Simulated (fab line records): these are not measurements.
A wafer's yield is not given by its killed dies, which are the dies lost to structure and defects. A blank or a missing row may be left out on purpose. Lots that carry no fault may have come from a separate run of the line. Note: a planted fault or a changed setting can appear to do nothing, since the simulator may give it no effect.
Comparing a struck lot with a sound one | flow gf180mcu | 18 out of 602 route steps
Sound: wafers L706.1, L706.3, L706.4. Struck: wafer L715.5 (L715.2, L715.6, from the same lot, were not struck and are left out); the cause is given at the end.
Each step with rows lists, per side, the tool, then ch with its chambers, then its first start. Under that, the readings that differ: sound wafers | struck wafers | difference of the means | sigmas: that difference in standard deviations of wafers without a fault.
alike: readings with means less than 2 such deviations apart, plus words and numbers identical on both sides. not compared: withheld readings, readings lacking a value on some wafer, bounds such as >300 that could conceal the same value, and numbers that have no deviation in the record and whose values overlap.
The two part at a step that has a row with sigmas, a row that says differs or no value, or rows on one side only. Numbers that have no deviation but don't overlap get no sigmas and don't part them. A reading missing from all wafers of one side parts the sides only when that side holds two or more wafers.

first, 3 steps without rows for these wafers: GF_V4_EXPOSE_11 (exposes mask Via4, target cd 260 nm); GF_V4_PEB_12 (peb time 90 s); GF_V4_DEVELOP_13 (develop time 60 s).
GF_V4_CD_MEAS_14 targets a cd of 260 nm.
  sound on cd sem-01 at day 28 02:23; struck on cd sem-02 at day 30 18:11
  alike: cd nm
GF_V4_OVL_MEAS_15:
  sound on overlay-01 at day 28 02:31; struck on overlay-02 at day 30 18:17
  alike: V4_OVL
GF_V4_ETCH_16: etches BARC in N2/H2.
  sound on rie diel-02 ch 0,1,2, day 28 02:33; struck on rie diel-02 ch 1, day 30 18:19
  alike: drypump motor current A, oes product au, throttle valve pct
GF_V4_ETCH_17: etches SiO2 in C4F8/O2/Ar, stops on TiN, target depth 630 nm.
  sound on rie diel-02 ch 0,1,2; struck on rie diel-02 ch 1
  alike: oes product au
GF_V4_STRIP_18: strips in O2/N2.
  sound on plasma asher-04 ch 0,1, day 28 02:41; struck on plasma asher-01 ch 1, day 30 18:27
  alike: drypump motor current A, heater power w, oes product au
  not compared: rf hours counter h
then, 2 steps without rows for these wafers: GF_V4_STRIP_19 (strips in post etch residue remover, time 1200 s); GF_V4_CLEAN_20 (cleans in DIW).
GF_V4_SPUTTER_21: material Ti, target thk 15 nm, time 80.02 s.
  sound on pvd sputter-04 at day 28 03:13; struck on pvd sputter-04 at day 30 18:59
  alike: substrate temp c, throttle valve pct
then, 1 step without rows for these wafers: GF_V4_SPUTTER_22 (material TiN, target thk 10 nm, time 40 s).
GF_V4_CVD_23: deposits W, target thk 350 nm, time 104.9 s.
  sound on cvd w-02 ch 0,1, day 28 03:19; struck on cvd w-02 ch 0, day 30 19:05
  reading                          | sound             | struck | difference | sigmas
  chamber pressure Torr (Torr)     | 40.09 40.08 40.18 | 47.41  | +7.29      | +88
  model.W_of_V4_CVD_23.thk nm (nm) | 349.8 348.2 355   | 383.3  | +32.3      |
  alike: heater power outer w, heater power w
GF_V4_RS_MEAS_24: the measuring method here is four-point-probe.
  sound on film metro-02 at day 28 03:25; struck on film metro-02 at day 30 19:13
  reading          | sound                | struck | difference | sigmas
  V4_W_RS (ohm/sq) | 0.3282 0.3293 0.3222 | 0.2987 | -0.0279    | -9
GF_V4_THK_MEAS_25: measures by xrf.
  sound on film metro-02 at day 28 03:32; struck on film metro-02 at day 30 19:20
  reading       | sound       | struck | difference | sigmas
  V4_W_THK (nm) | 349 350 353 | 385    | +34        | +8
GF_V4_CMP_26: polishes, stops on SiO2, t overpolish 15 s, target thk 0 nm.
  sound on cmp-01 ch 0,2,3, day 28 03:39; struck on cmp-01 ch 3, day 30 19:32
  reading                | sound          | struck | difference | sigmas
  time to endpoint s (s) | 85.7 87.3 88.7 | 99.2   | +12.0      | +4
  alike: motor current A
GF_MIM_SPUTTER_00: material Ti, target thk 37.5 nm, time 150 s.
  sound on pvd sputter-03 at day 28 03:54; struck on pvd sputter-03 at day 30 19:41
  alike: substrate temp c, throttle valve pct
following that, these wafers have no rows for 1 step: GF_PASSIVATION_PROBE_99.

WHERE THEY PART
Last at GF_V4_CMP_26 as far as this record goes, first at GF_V4_CVD_23. Later steps at which nothing parts them and some readings are alike: GF_MIM_SPUTTER_00.

WHY: what the simulator had put in
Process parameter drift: cvd w-02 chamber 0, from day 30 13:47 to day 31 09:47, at GF_V4_CVD_23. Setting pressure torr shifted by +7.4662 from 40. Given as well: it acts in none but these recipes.
